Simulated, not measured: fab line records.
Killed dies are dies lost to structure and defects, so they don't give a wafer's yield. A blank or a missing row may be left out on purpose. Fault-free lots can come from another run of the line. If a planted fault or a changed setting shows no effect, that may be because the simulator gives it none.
Chamber matching ; flow gf180mcu ; rieDiel-04 running GF_M5_ETCH_09: 4 sister chambers
The step etches Si3N4 in CF4/O2, target depth 52 nm, time 11.6 s. 7 wafers are shown with their chamber, then 7 later ones without.

## WAFERS PAIRED WITH THEIR CHAMBERS
wafer;chamber;drypumpMotorCurrentA (A);oesProductAu (a.u.)
L078.6;0;6.2;0.995
L080.1;0;6.1;0.996
L080.5;3;4.7;1.010
L082.3;2;6.5;1.009
L082.5;1;5.6;0.989
L089.2;1;5.6;1.001
L089.4;2;6.5;0.997

## WAFERS WITH NO CHAMBER GIVEN
wafer;drypumpMotorCurrentA (A);oesProductAu (a.u.)
L089.6;4.7;1.000
L091.2;4.7;1.008
L091.4;4.7;1.002
L091.5;6.6;1.008
L092.2;4.7;1.004
L092.3;6.5;0.999
L092.6;5.6;1.009

## CHAMBER TAKEN BY EACH
wafer;from the rows above;in truth
L089.6;3;3
L091.2;3;3
L091.4;3;3
L091.5;2;2
L092.2;3;3
L092.3;2;2
L092.6;1;1
Correctly placed: 7 of 7. From these rows, 0 cannot be placed. Wrongly placed: 0.
How it was worked out, from the rows above alone: a wafer's distance from a chamber is the root of the sum, over the readings, of the square of ((its reading less the chamber's mean) divided by the reading's scatter). If the next closest chamber is less than 2 further off than the closest, the wafer can't be placed; otherwise it belongs to the closest. Each chamber's mean is taken over the wafers shown for it. How the scatter is found: for the shown wafers, subtract from each reading the mean of its chamber, square and add these, divide the total by (wafers less chambers), then take the root.
